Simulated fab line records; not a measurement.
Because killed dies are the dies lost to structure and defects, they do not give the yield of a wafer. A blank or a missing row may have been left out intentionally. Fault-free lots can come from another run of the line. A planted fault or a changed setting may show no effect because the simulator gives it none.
Chamber matching :: flow sky130 :: SKY_VIA2_ETCH_15 on rie-diel-04 has 4 sister chambers
The step etches SiO2 in C4F8/O2/Ar, stops on TiN, target depth 546 nm, time 84 s. 8 wafers are shown with their chamber, then 7 later ones without.

## WAFERS PAIRED WITH THEIR CHAMBERS
wafer: L742.4
chamber: 2
oes-product-au (a.u.): 0.937
bias-w (W): 1200

wafer: L742.5
chamber: 0
oes-product-au (a.u.): 0.944
bias-w (W): 1198

wafer: L743.1
chamber: 1
oes-product-au (a.u.): 0.940
bias-w (W): 1204

wafer: L746.2
chamber: 1
oes-product-au (a.u.): 0.940
bias-w (W): 1198

wafer: L746.4
chamber: 2
oes-product-au (a.u.): 0.936
bias-w (W): 1197

wafer: L746.6
chamber: 3
oes-product-au (a.u.): 0.940
bias-w (W): 1206

wafer: L748.2
chamber: 0
oes-product-au (a.u.): 0.948
bias-w (W): 1197

wafer: L748.4
chamber: 3
oes-product-au (a.u.): 0.933
bias-w (W): 1194

## WAFERS WHOSE CHAMBER IS MISSING
wafer: L748.5
oes-product-au (a.u.): 0.942
bias-w (W): 1197

wafer: L749.1
oes-product-au (a.u.): 0.943
bias-w (W): 1198

wafer: L749.3
oes-product-au (a.u.): 0.930
bias-w (W): 1199

wafer: L749.5
oes-product-au (a.u.): 0.941
bias-w (W): 1207

wafer: L755.2
oes-product-au (a.u.): 0.936
bias-w (W): 1201

wafer: L755.4
oes-product-au (a.u.): 0.936
bias-w (W): 1199

wafer: L755.5
oes-product-au (a.u.): 0.941
bias-w (W): 1206

## WHICH CHAMBER EACH WENT THROUGH
wafer: L748.5
from the rows above: can't be placed: 1 or 0 or 2 or 3
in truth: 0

wafer: L749.1
from the rows above: can't be placed: 0 or 1 or 2 or 3
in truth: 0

wafer: L749.3
from the rows above: can't be placed: 2 or 3 or 1
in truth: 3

wafer: L749.5
from the rows above: can't be placed: 1 or 3 or 2 or 0
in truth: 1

wafer: L755.2
from the rows above: can't be placed: 3 or 2 or 1
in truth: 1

wafer: L755.4
from the rows above: can't be placed: 2 or 3 or 1
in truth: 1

wafer: L755.5
from the rows above: can't be placed: 1 or 3 or 2 or 0
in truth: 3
Correct placement for 0 of the 7. Cannot be placed on the basis of these rows: 7; the candidates contain the true chamber in 7. 0 placed wrongly.
How it was worked out, from the rows above alone: a wafer's distance from a chamber is the root of the sum, over the readings, of the square of ((its reading less the chamber's mean) divided by the reading's scatter). The wafer belongs to the nearest chamber; if the next one is less than 2 further off, it can't be placed. The mean given for a chamber averages the wafers shown for that chamber. The scatter is the square root of a quotient: the sum, over the shown wafers, of each reading's squared deviation from its chamber's mean, divided by wafers minus chambers.
